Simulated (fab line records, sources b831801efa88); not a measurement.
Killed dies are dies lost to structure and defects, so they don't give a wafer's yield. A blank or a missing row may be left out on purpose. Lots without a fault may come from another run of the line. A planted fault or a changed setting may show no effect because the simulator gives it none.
Which tool did it? | flow gf180mcu | 6 lots, 18 wafers sampled, at 4 steps of a route of 602

WHAT THE GAUGES READ, wafer by wafer
GF_PASSIVATION_BOW_MEAS_14.
lot  | measured     | on            | PASSIVATION_BOW (um)
L979 | day 29 16:47 | film_metro-03 | 141 156 150
L984 | day 31 09:26 | film_metro-03 | 132 125 148
L988 | day 32 08:07 | film_metro-02 | 126 131 135
L995 | day 33 22:41 | film_metro-01 | 150 155 154
L998 | day 34 14:56 | film_metro-02 | 144 142 147
L100 | day 35 00:59 | film_metro-01 | 124 138 119

WHICH TOOL RAN EACH LOT (tool, then ch and the chambers of the sampled wafers, then the start)
lot  | GF_V5_STRIP_18                       | GF_TOP_METAL_SPUTTER_01      | GF_PASSIVATION_STRIP_12
L979 | plasma_asher-03 ch 0,1, day 27 21:25 | pvd_sputter-04, day 27 22:44 | plasma_asher-02 ch 0,1, day 29 15:10
L984 | plasma_asher-01 ch 0,1, day 29 17:10 | pvd_sputter-01, day 29 18:33 | plasma_asher-03 ch 0,1, day 31 07:49
L988 | plasma_asher-04 ch 0,1, day 30 16:40 | pvd_sputter-04, day 30 18:04 | plasma_asher-04 ch 0,1, day 32 06:31
L995 | plasma_asher-01 ch 0,1, day 32 10:37 | pvd_sputter-02, day 32 13:34 | plasma_asher-03 ch 0,1, day 33 21:04
L998 | plasma_asher-04 ch 0,1, day 33 04:29 | pvd_sputter-02, day 33 06:47 | plasma_asher-03 ch 0,1, day 34 13:20
L100 | plasma_asher-01 ch 0,1, day 33 13:41 | pvd_sputter-04, day 33 16:23 | plasma_asher-03 ch 0,1, day 34 23:23
- GF_V5_STRIP_18: strips in O2/N2.
- GF_TOP_METAL_SPUTTER_01: material TiN, target thk 30 nm, time 25 s.
- GF_PASSIVATION_STRIP_12: strips in O2/N2.

THE ANSWER, worked out from the rows above alone
Rule: what is usual is taken from the lots themselves. Put in order of their means at a reading, lots are off if they are a third of the lots or fewer, leave a main group of 4 or more, and stand apart from it by a gap of 3 or more times the standard deviation of the main group's means; of several such gaps the widest counts. A main group whose means are all the same, to the digits that the tables above print for the reading, isn't used. A lot without any number at a reading at which 4 lots or more have one is off too. The other lots that the step has rows for count as sound.
No lot is off at any reading shown: from this, nothing can be told.

WHAT THE SIMULATOR HAD PUT IN
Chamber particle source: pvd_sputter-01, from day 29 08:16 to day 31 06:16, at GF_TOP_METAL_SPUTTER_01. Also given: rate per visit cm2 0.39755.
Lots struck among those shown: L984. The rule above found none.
